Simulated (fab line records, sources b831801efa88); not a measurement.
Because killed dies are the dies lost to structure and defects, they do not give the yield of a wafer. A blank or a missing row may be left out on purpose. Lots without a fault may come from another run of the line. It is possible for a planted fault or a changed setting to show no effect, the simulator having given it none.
fab line records | flow sfq-line
record lots=14 | wafers=42 | last-day=88
route steps=325 shown I1@75 JJ@182 R5@223 M6@263
lots untouched by any fault: they come from a run of this same line in which no faults occurred
start-h: the number of hours between the record's first day and the start of the first shown wafer of the lot | wait-h: hours from the lot's prior step to this one | " the same as in the row above | L1.1+2: a single row standing in for several wafers | - value missing, or start not given | * or withheld: withheld | < > ~ a bound
route shown NAME@n: names a module that has steps shown in the file, with the first one's number in the route | usual: mean/standard deviation of fault-free wafers | same: alike in all rows | chamber/n: place in a boat | sites: readings site by site | _std_site: standard deviation of those values | _edge_site: the outer-site mean with the inner-site mean subtracted | radius-mm: how far each site lies from the wafer's centre | mask NAME#n: copy n | behind: tool/chamber where the wafer was last shaped | hold: what put the lot on hold/how long, in hours/how the hold closed | device: the transistor (n, p or np) that didn't switch | end of line: the same wafers' tests at the end of the route | step lacking rows: just its recipe | killed: the dies lost at the first sort to structure and to defects; this is not the yield of the wafer | map: shows each die of a wafer: x if killed, . if not, _ if none is there
set.NAME: setting as actually run; set.NAME@STEP: the setting as run at that earlier step | model.NAME: the simulator's own value behind a step, which no gauge read
route steps across a sampled set of lots; one table per step, one row per wafer
services: a tool's chamber out of use, with start hour (start-h, from the record's first day; less than 0 if before it), hours out, and reason
## steps
# step SFQ_I1_BOW_MEAS_912
# recipe mode=bow
# usual I1_BOW=2/7.5
lot.wafer | tool          | chamber | start-h | wait-h | I1_BOW[um]
L236.1    | film-metro-03 | -       | 553.85  | 2.5    | -11
L236.4    | "             | -       | "       | "      | -1
L236.5    | "             | -       | "       | "      | 0
L237.1    | film-metro-03 | -       | 562.83  | 2.0    | 12
L237.3    | "             | -       | "       | "      | 6
L237.5    | "             | -       | "       | "      | 6
L238.3    | film-metro-02 | -       | 583.22  | 1.0    | 5
L238.5    | "             | -       | "       | "      | 6
L238.6    | "             | -       | "       | "      | 0
L239.3    | film-metro-02 | -       | 592.61  | 1.5    | 3
L239.4    | "             | -       | "       | "      | 6
L239.6    | "             | -       | "       | "      | 7
L240.1    | film-metro-04 | -       | 602.85  | 1.0    | 5
L240.2    | "             | -       | "       | "      | 15
L240.3    | "             | -       | "       | "      | -3
L241.2    | film-metro-02 | -       | 612.47  | 1.5    | -7
L241.3    | "             | -       | "       | "      | 5
L241.5    | "             | -       | "       | "      | 14
L244.1    | film-metro-03 | -       | 648.46  | 2.0    | -3
L244.3    | "             | -       | "       | "      | 0
L244.5    | "             | -       | "       | "      | 0
L249.1    | film-metro-04 | -       | 682.03  | 1.5    | 9
L249.2    | "             | -       | "       | "      | 10
L249.3    | "             | -       | "       | "      | 9
L250.3    | film-metro-04 | -       | 694.07  | 2.0    | -3
L250.5    | "             | -       | "       | "      | 6
L250.6    | "             | -       | "       | "      | 10
L252.2    | film-metro-02 | -       | 704.85  | 2.0    | 2
L252.5    | "             | -       | "       | "      | 2
L252.6    | "             | -       | "       | "      | -6
L256.1    | film-metro-02 | -       | 748.34  | 2.5    | -4
L256.2    | "             | -       | "       | "      | -12
L256.5    | "             | -       | "       | "      | -6
L257.2    | film-metro-02 | -       | 762.62  | 2.0    | -2
L257.3    | "             | -       | "       | "      | 6
L257.6    | "             | -       | "       | "      | 9
L258.1    | film-metro-04 | -       | 775.76  | 1.5    | 8
L258.2    | "             | -       | "       | "      | -11
L258.4    | "             | -       | "       | "      | 4
L259.1    | film-metro-03 | -       | 784.76  | 1.5    | 4
L259.2    | "             | -       | "       | "      | 16
L259.5    | "             | -       | "       | "      | 1
# step SFQ_TRILAYER_JJ_TRILAYER_DEP_SPUTTER_112
# recipe material=Nb | base-pressure-pa=1.33e-06 | chamber-pressure-pa=0.1333 | substrate-temp-c=20 | target-thk-nm=170 | power-w=2000 | time-s=113.3
# usual cathode-dc-power-W=2000.0/0.37 | substrate-temp-c=19.98/0.09 | throttle-valve-pct=30.0/0.79
lot.wafer | tool           | chamber | start-h | wait-h | cathode-dc-power-W | substrate-temp-c | throttle-valve-pct
L236.1    | pvd-sputter-05 | -       | 1229.39 | 0.5    | 2000.1             | 20.00            | 28.7
L236.4    | "              | -       | "       | "      | 2000.6             | 19.83            | 30.3
L236.5    | "              | -       | "       | "      | 2000.0             | 20.08            | 29.0
L237.1    | pvd-sputter-06 | -       | 1263.06 | 0.5    | 1999.7             | 19.90            | 31.0
L237.3    | "              | -       | "       | "      | 2000.3             | 19.85            | 30.5
L237.5    | "              | -       | "       | "      | 2000.2             | 19.84            | 31.2
L238.3    | pvd-sputter-05 | -       | 1266.66 | 0.5    | 2000.1             | 20.01            | 29.3
L238.5    | "              | -       | "       | "      | 2000.3             | 19.92            | 29.9
L238.6    | "              | -       | "       | "      | 1998.8             | 20.05            | 28.5
L239.3    | pvd-sputter-06 | -       | 1269.07 | 0.5    | 2000.2             | 20.00            | 31.4
L239.4    | "              | -       | "       | "      | 1999.9             | 19.94            | 31.0
L239.6    | "              | -       | "       | "      | 1999.7             | 19.92            | 30.4
L240.1    | pvd-sputter-03 | -       | 1272.66 | 0.5    | 1999.8             | 19.83            | 30.5
L240.2    | "              | -       | "       | "      | 2000.2             | 19.92            | 29.0
L240.3    | "              | -       | "       | "      | 2000.1             | 19.91            | 29.1
L241.2    | pvd-sputter-06 | -       | 1311.01 | 0.5    | 1999.7             | 20.06            | 31.0
L241.3    | "              | -       | "       | "      | 2000.1             | 20.03            | 30.5
L241.5    | "              | -       | "       | "      | 2000.2             | 20.14            | 30.3
L244.1    | pvd-sputter-06 | -       | 1317.98 | 0.5    | 1999.8             | 19.83            | 30.7
L244.3    | "              | -       | "       | "      | 2000.1             | 20.06            | 31.1
L244.5    | "              | -       | "       | "      | 2000.5             | 19.80            | 30.3
L249.1    | pvd-sputter-05 | -       | 1329.98 | 0.5    | 1999.8             | 19.90            | 30.4
L249.2    | "              | -       | "       | "      | 1999.9             | 20.03            | 29.2
L249.3    | "              | -       | "       | "      | 2000.1             | 20.01            | 28.4
L250.3    | pvd-sputter-06 | -       | 1332.78 | 0.5    | 2295.0             | 19.93            | 30.8
L250.5    | "              | -       | "       | "      | 2295.0             | 19.94            | 30.8
L250.6    | "              | -       | "       | "      | 2294.7             | 19.86            | 30.6
L252.2    | pvd-sputter-06 | -       | 1346.11 | 0.5    | 2294.4             | 20.07            | 30.6
L252.5    | "              | -       | "       | "      | 2295.1             | 20.10            | 31.1
L252.6    | "              | -       | "       | "      | 2295.1             | 19.83            | 30.3
L256.1    | pvd-sputter-03 | -       | 1535.60 | 0.5    | 1999.6             | 19.86            | 29.2
L256.2    | "              | -       | "       | "      | 2000.2             | 20.01            | 29.7
L256.5    | "              | -       | "       | "      | 2000.1             | 20.00            | 30.6
L257.2    | pvd-sputter-05 | -       | 1550.00 | 0.5    | 1999.5             | 19.92            | 28.4
L257.3    | "              | -       | "       | "      | 2000.1             | 19.96            | 29.9
L257.6    | "              | -       | "       | "      | 1999.8             | 20.06            | 28.4
L258.1    | pvd-sputter-03 | -       | 1553.60 | 0.5    | 2000.3             | 19.88            | 30.3
L258.2    | "              | -       | "       | "      | 2000.0             | 20.05            | 29.8
L258.4    | "              | -       | "       | "      | 2000.7             | 19.96            | 28.9
L259.1    | pvd-sputter-06 | -       | 1654.53 | 0.5    | 2000.2             | 20.13            | 31.2
L259.2    | "              | -       | "       | "      | 1999.9             | 19.93            | 31.0
L259.5    | "              | -       | "       | "      | 1999.8             | 19.93            | 30.2
# step SFQ_JJ_RS_MEAS_929
# recipe thk-meas-gauge=four-point-probe | reads=Nb_of_TRILAYER_JJ_TRILAYER_DEP_SPUTTER_112
# usual JJ_NB_RS=1.048/0.01
lot.wafer | tool          | chamber | start-h | wait-h | hold                     | JJ_NB_RS[ohm/sq]
L236.1    | film-metro-03 | -       | 1229.47 | 0.0    | -                        | 1.037
L236.4    | "             | -       | "       | "      | -                        | 1.048
L236.5    | "             | -       | "       | "      | -                        | 1.039
L237.1    | film-metro-02 | -       | 1263.14 | 0.0    | -                        | 1.044
L237.3    | "             | -       | "       | "      | -                        | 1.038
L237.5    | "             | -       | "       | "      | -                        | 1.046
L238.3    | film-metro-03 | -       | 1266.78 | 0.1    | -                        | 1.038
L238.5    | "             | -       | "       | "      | -                        | 1.050
L238.6    | "             | -       | "       | "      | -                        | 1.041
L239.3    | film-metro-01 | -       | 1269.19 | 0.1    | -                        | 1.062
L239.4    | "             | -       | "       | "      | -                        | 1.061
L239.6    | "             | -       | "       | "      | -                        | 1.063
L240.1    | film-metro-03 | -       | 1272.74 | 0.0    | -                        | 1.050
L240.2    | "             | -       | "       | "      | -                        | 1.051
L240.3    | "             | -       | "       | "      | -                        | 1.036
L241.2    | film-metro-01 | -       | 1311.11 | 0.1    | -                        | 1.045
L241.3    | "             | -       | "       | "      | -                        | 1.046
L241.5    | "             | -       | "       | "      | -                        | 1.045
L244.1    | film-metro-01 | -       | 1318.06 | 0.0    | -                        | 1.043
L244.3    | "             | -       | "       | "      | -                        | 1.051
L244.5    | "             | -       | "       | "      | -                        | 1.045
L249.1    | film-metro-01 | -       | 1330.06 | 0.0    | -                        | 1.059
L249.2    | "             | -       | "       | "      | -                        | 1.038
L249.3    | "             | -       | "       | "      | -                        | 1.049
L250.3    | film-metro-01 | -       | 1332.90 | 0.1    | await-dispo/0.2h/release | 0.911
L250.5    | "             | -       | "       | "      | await-dispo/0.2h/release | 0.920
L250.6    | "             | -       | "       | "      | await-dispo/0.2h/release | 0.918
L250.3    | film-metro-01 | -       | 1333.19 | 0.3    | -                        | 0.910
L250.5    | "             | -       | "       | "      | -                        | 0.921
L250.6    | "             | -       | "       | "      | -                        | 0.917
L252.2    | film-metro-03 | -       | 1346.21 | 0.1    | await-dispo/0.2h/release | 0.922
L252.5    | "             | -       | "       | "      | await-dispo/0.2h/release | 0.916
L252.6    | "             | -       | "       | "      | await-dispo/0.2h/release | 0.910
L252.2    | film-metro-03 | -       | 1346.50 | 0.3    | -                        | 0.922
L252.5    | "             | -       | "       | "      | -                        | 0.917
L252.6    | "             | -       | "       | "      | -                        | 0.912
L256.1    | film-metro-01 | -       | 1535.68 | 0.0    | -                        | 1.033
L256.2    | "             | -       | "       | "      | -                        | 1.031
L256.5    | "             | -       | "       | "      | -                        | 1.027
L257.2    | film-metro-03 | -       | 1550.10 | 0.1    | -                        | 1.044
L257.3    | "             | -       | "       | "      | -                        | 1.036
L257.6    | "             | -       | "       | "      | -                        | 1.026
L258.1    | film-metro-03 | -       | 1553.68 | 0.0    | -                        | 1.022
L258.2    | "             | -       | "       | "      | -                        | 1.028
L258.4    | "             | -       | "       | "      | -                        | 1.032
L259.1    | film-metro-03 | -       | 1654.61 | 0.0    | -                        | 1.061
L259.2    | "             | -       | "       | "      | -                        | 1.072
L259.5    | "             | -       | "       | "      | -                        | 1.051
# step SFQ_R5_OVL_MEAS_935
# usual R5_OVL=0/5.2
lot.wafer | tool       | chamber | start-h | wait-h | R5_OVL[nm]
L236.1    | overlay-01 | -       | 1545.52 | 0.1    | 5
L236.4    | "          | -       | "       | "      | 7
L236.5    | "          | -       | "       | "      | 6
L237.1    | overlay-02 | -       | 1555.12 | 0.1    | -6
L237.3    | "          | -       | "       | "      | -2
L237.5    | "          | -       | "       | "      | -10
L238.3    | overlay-01 | -       | 1558.73 | 0.1    | 2
L238.5    | "          | -       | "       | "      | 5
L238.6    | "          | -       | "       | "      | 0
L239.3    | overlay-02 | -       | 1562.33 | 0.1    | -1
L239.4    | "          | -       | "       | "      | -1
L239.6    | "          | -       | "       | "      | 0
L240.1    | overlay-01 | -       | 1563.52 | 0.1    | 1
L240.2    | "          | -       | "       | "      | -3
L240.3    | "          | -       | "       | "      | 2
L241.2    | overlay-02 | -       | 1572.87 | 0.1    | -7
L241.3    | "          | -       | "       | "      | 0
L241.5    | "          | -       | "       | "      | -4
L244.1    | overlay-01 | -       | 1576.46 | 0.1    | 2
L244.3    | "          | -       | "       | "      | -4
L244.5    | "          | -       | "       | "      | 2
L249.1    | overlay-01 | -       | 1582.46 | 0.1    | 4
L249.2    | "          | -       | "       | "      | 4
L249.3    | "          | -       | "       | "      | 1
L250.3    | overlay-01 | -       | 1583.67 | 0.1    | 5
L250.5    | "          | -       | "       | "      | 3
L250.6    | "          | -       | "       | "      | 6
L252.2    | overlay-01 | -       | 1595.53 | 0.1    | 1
L252.5    | "          | -       | "       | "      | -8
L252.6    | "          | -       | "       | "      | 3
L256.1    | overlay-02 | -       | 1673.54 | 0.1    | -10
L256.2    | "          | -       | "       | "      | -17
L256.5    | "          | -       | "       | "      | -15
L257.2    | overlay-01 | -       | 1687.05 | 0.1    | -4
L257.3    | "          | -       | "       | "      | -1
L257.6    | "          | -       | "       | "      | 1
L258.1    | overlay-01 | -       | 1688.24 | 0.1    | 2
L258.2    | "          | -       | "       | "      | 6
L258.4    | "          | -       | "       | "      | 5
L259.1    | overlay-02 | -       | 1899.47 | 0.1    | -4
L259.2    | "          | -       | "       | "      | 4
L259.5    | "          | -       | "       | "      | 6
# step SFQ_TRILAYER_M6_ETCH_METAL_ETCH_162
# recipe target=Nb | stop-on=SiO2 | mask-material=PR | chemistry=Cl2/Ar | target-depth-nm=240 | icp-w=600 | bias-w=80 | pressure-mtorr=10 | time-s=120
# usual drypump-motor-current-A=5.9/0.33 | oes-product-au=0.894/0.007
lot.wafer | tool         | chamber | start-h | wait-h | drypump-motor-current-A | oes-product-au | rf-hours-counter-h
L236.1    | rie-metal-02 | 1       | 1794.75 | 0.0    | 5.4                     | 0.887          | 63
L236.4    | "            | 1       | "       | "      | 5.4                     | 0.905          | -
L236.5    | "            | 0       | "       | "      | 5.7                     | 0.888          | -
L237.1    | rie-metal-02 | 0       | 1799.55 | 0.0    | 5.7                     | 0.900          | 13
L237.3    | "            | 0       | "       | "      | 5.7                     | 0.891          | -
L237.5    | "            | 0       | "       | "      | 5.7                     | 0.885          | -
L238.3    | rie-metal-02 | 0       | 1804.40 | 0.1    | 5.7                     | 0.887          | -
L238.5    | "            | 1       | "       | "      | 5.4                     | 0.892          | -
L238.6    | "            | 0       | "       | "      | 5.7                     | 0.883          | -
L239.3    | rie-metal-04 | 1       | 1806.90 | 0.1    | 5.9                     | 0.882          | -
L239.4    | "            | 1       | "       | "      | 5.9                     | 0.891          | -
L239.6    | "            | 1       | "       | "      | 5.9                     | 0.891          | -
L240.1    | rie-metal-02 | 1       | 1809.15 | 0.0    | 5.4                     | 0.884          | 65
L240.2    | "            | 0       | "       | "      | 5.7                     | 0.897          | 14
L240.3    | "            | 0       | "       | "      | 5.7                     | 0.892          | -
L241.2    | rie-metal-03 | 0       | 1817.55 | 0.0    | 6.4                     | 0.883          | 39
L241.3    | "            | 0       | "       | "      | 6.5                     | 0.888          | -
L241.5    | "            | 0       | "       | "      | 6.5                     | 0.894          | -
L244.1    | rie-metal-03 | 1       | 1821.15 | 0.0    | 6.0                     | 0.906          | 104
L244.3    | "            | 0       | "       | "      | 6.5                     | 0.908          | -
L244.5    | "            | 0       | "       | "      | 6.4                     | 0.901          | -
L249.1    | rie-metal-03 | 0       | 1829.55 | 0.0    | 6.4                     | 0.890          | 42
L249.2    | "            | 1       | "       | "      | 6.0                     | 0.899          | 107
L249.3    | "            | 1       | "       | "      | 6.0                     | 0.904          | -
L250.3    | rie-metal-03 | 1       | 1832.00 | 0.1    | 6.0                     | 0.887          | -
L250.5    | "            | 1       | "       | "      | 6.0                     | 0.883          | -
L250.6    | "            | 0       | "       | "      | 6.4                     | 0.889          | -
L252.2    | rie-metal-04 | 0       | 1842.75 | 0.0    | 5.8                     | 0.899          | 1
L252.5    | "            | 0       | "       | "      | 5.8                     | 0.885          | -
L252.6    | "            | 1       | "       | "      | 5.9                     | 0.896          | -
L256.1    | rie-metal-04 | 0       | 1907.81 | 0.0    | 5.8                     | 0.902          | 9
L256.2    | "            | 1       | "       | "      | 6.0                     | 0.906          | 4
L256.5    | "            | 0       | "       | "      | 5.8                     | 0.898          | -
L257.2    | rie-metal-02 | 1       | 1919.21 | 0.0    | 5.4                     | 0.902          | 81
L257.3    | "            | 0       | "       | "      | 5.7                     | 0.896          | -
L257.6    | "            | 1       | "       | "      | 5.4                     | 0.896          | -
L258.1    | rie-metal-04 | 1       | 1920.41 | 0.0    | 5.9                     | 0.889          | 6
L258.2    | "            | 0       | "       | "      | 5.8                     | 0.887          | 11
L258.4    | "            | 1       | "       | "      | 5.9                     | 0.881          | -
L259.1    | rie-metal-03 | 0       | 1957.03 | 0.0    | 6.5                     | 0.895          | 65
L259.2    | "            | 1       | "       | "      | 6.0                     | 0.892          | 6
L259.5    | "            | 1       | "       | "      | 6.0                     | 0.884          | -
## services
tool           | chamber | start-h | hours | kind
pvd-sputter-05 | -       | 1214.02 | 5.2   | repair
pvd-sputter-06 | -       | 1228.81 | 0.6   | repair
rie-metal-02   | -       | 1235.24 | 1.6   | repair
rie-metal-04   | 1       | 1246.41 | 6.7   | repair
rie-metal-02   | -       | 1249.84 | 0.1   | repair
pvd-sputter-05 | -       | 1257.96 | 4.9   | repair
pvd-sputter-06 | -       | 1287.46 | 3.6   | repair
pvd-sputter-05 | -       | 1298.58 | 2.7   | repair
rie-metal-03   | -       | 1343.90 | 2.8   | pm
rie-metal-03   | 1       | 1395.10 | 15.7  | repair
rie-metal-02   | 0       | 1404.21 | 4.0   | repair
rie-metal-02   | -       | 1415.92 | 28.1  | pm
rie-metal-03   | -       | 1433.80 | 28.1  | pm
rie-metal-02   | -       | 1529.40 | 0.8   | repair
rie-metal-03   | 1       | 1563.29 | 23.9  | repair
rie-metal-03   | -       | 1615.64 | 0.7   | repair
rie-metal-02   | -       | 1632.35 | 2.8   | pm
rie-metal-02   | 1       | 1674.84 | 10.0  | repair
rie-metal-03   | 1       | 1805.26 | 5.1   | repair
pvd-sputter-06 | -       | 1841.00 | 7.9   | repair
pvd-sputter-06 | -       | 1857.66 | 29.5  | repair
rie-metal-03   | -       | 1892.88 | 0.2   | repair
pvd-sputter-06 | -       | 1895.06 | 9.8   | repair
rie-metal-02   | 1       | 1943.80 | 9.8   | repair
## key
first-sign step=SFQ_TRILAYER_JJ_TRILAYER_DEP_SPUTTER_112 | reading=cathode-dc-power-W | direction=up | sigmas=99+ | usual=2000.0 | struck=2294.9
effect step=SFQ_JJ_RS_MEAS_929 | reading=visit | direction=added
effect step=SFQ_JJ_RS_MEAS_929 | reading=JJ_NB_RS | direction=down | sigmas=13 | usual=1.048 | struck=0.916
met-at SFQ_TRILAYER_JJ_TRILAYER_DEP_SPUTTER_112
struck-lots L250,L252
not-acting-at SFQ_I1_BOW_MEAS_912,SFQ_R5_OVL_MEAS_935,SFQ_TRILAYER_M6_ETCH_METAL_ETCH_162
onset-between 1317.98 1332.78
fault kind=process-parameter-drift | tool=pvd-sputter-06 | chamber=- | onset-h=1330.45 | steps=SFQ_TRILAYER_JJ_TRILAYER_DEP_SPUTTER_112 | channel=power-w | offset=295.17 | shape=step | end-h=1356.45 | acts-in=these-recipes-only | stated=2000
